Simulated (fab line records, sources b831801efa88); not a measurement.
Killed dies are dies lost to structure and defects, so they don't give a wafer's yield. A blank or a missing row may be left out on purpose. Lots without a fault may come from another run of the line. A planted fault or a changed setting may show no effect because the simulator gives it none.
Which tool did it? | flow gf180mcu | 11 lots, 33 wafers sampled, at 2 steps of a route of 602

WHAT THE GAUGES READ, wafer by wafer
GF_V2_OVL_MEAS_15.
lot  | measured     | on         | V2_OVL (nm)
L998 | day 20 23:03 | overlay-01 | -3 -6 -10
L100 | day 21 10:16 | overlay-02 | 0 -6 8
L102 | day 22 08:35 | overlay-01 | 9 -2 5
L104 | day 23 02:28 | overlay-02 | 4 -2 9
L111 | day 25 13:04 | overlay-01 | 2 1 2
L113 | day 26 01:30 | overlay-02 | 6 3 -3
L114 | day 26 06:17 | overlay-01 | 10 6 11
L115 | day 26 16:44 | overlay-02 | -12 -16 -14
L116 | day 26 22:00 | overlay-02 | -8 -7 -17
L118 | day 27 10:36 | overlay-01 | 3 4 4
L119 | day 27 17:10 | overlay-02 | 1 6 4

WHICH TOOL RAN EACH LOT (tool, then ch and the chambers of the sampled wafers, then the start)
lot  | GF_M2_METAL_ETCH_16
L998 | rie_metal-02 ch 0,1, day 19 21:08
L100 | rie_metal-01 ch 0,1, day 20 08:04
L102 | rie_metal-02 ch 0,1, day 21 07:42
L104 | rie_metal-03 ch 0,1, day 22 01:33
L111 | rie_metal-03 ch 0,1, day 24 13:45
L113 | rie_metal-01 ch 0,1, day 25 02:49
L114 | rie_metal-03 ch 0,1, day 25 08:04
L115 | rie_metal-01 ch 0,1, day 25 18:21
L116 | rie_metal-01 ch 0,1, day 25 23:41
L118 | rie_metal-02 ch 0,1, day 26 12:19
L119 | rie_metal-02 ch 0,1, day 26 20:07
- GF_M2_METAL_ETCH_16: etches the open film in Cl2/BCl3, stops on SiO2, target depth 627.5 nm, time 104.6 s.

THE ANSWER, worked out from the rows above alone
Rule: what is usual is taken from the lots themselves. Put in order of their means at a reading, lots are off if they are a third of the lots or fewer, leave a main group of 4 or more, and stand apart from it by a gap of 3 or more times the standard deviation of the main group's means; of several such gaps the widest counts. A main group whose means are all the same, to the digits that the tables above print for the reading, isn't used. A lot without any number at a reading at which 4 lots or more have one is off too. The other lots that the step has rows for count as sound.
No lot is off at any reading shown: from this, nothing can be told.

WHAT THE SIMULATOR HAD PUT IN
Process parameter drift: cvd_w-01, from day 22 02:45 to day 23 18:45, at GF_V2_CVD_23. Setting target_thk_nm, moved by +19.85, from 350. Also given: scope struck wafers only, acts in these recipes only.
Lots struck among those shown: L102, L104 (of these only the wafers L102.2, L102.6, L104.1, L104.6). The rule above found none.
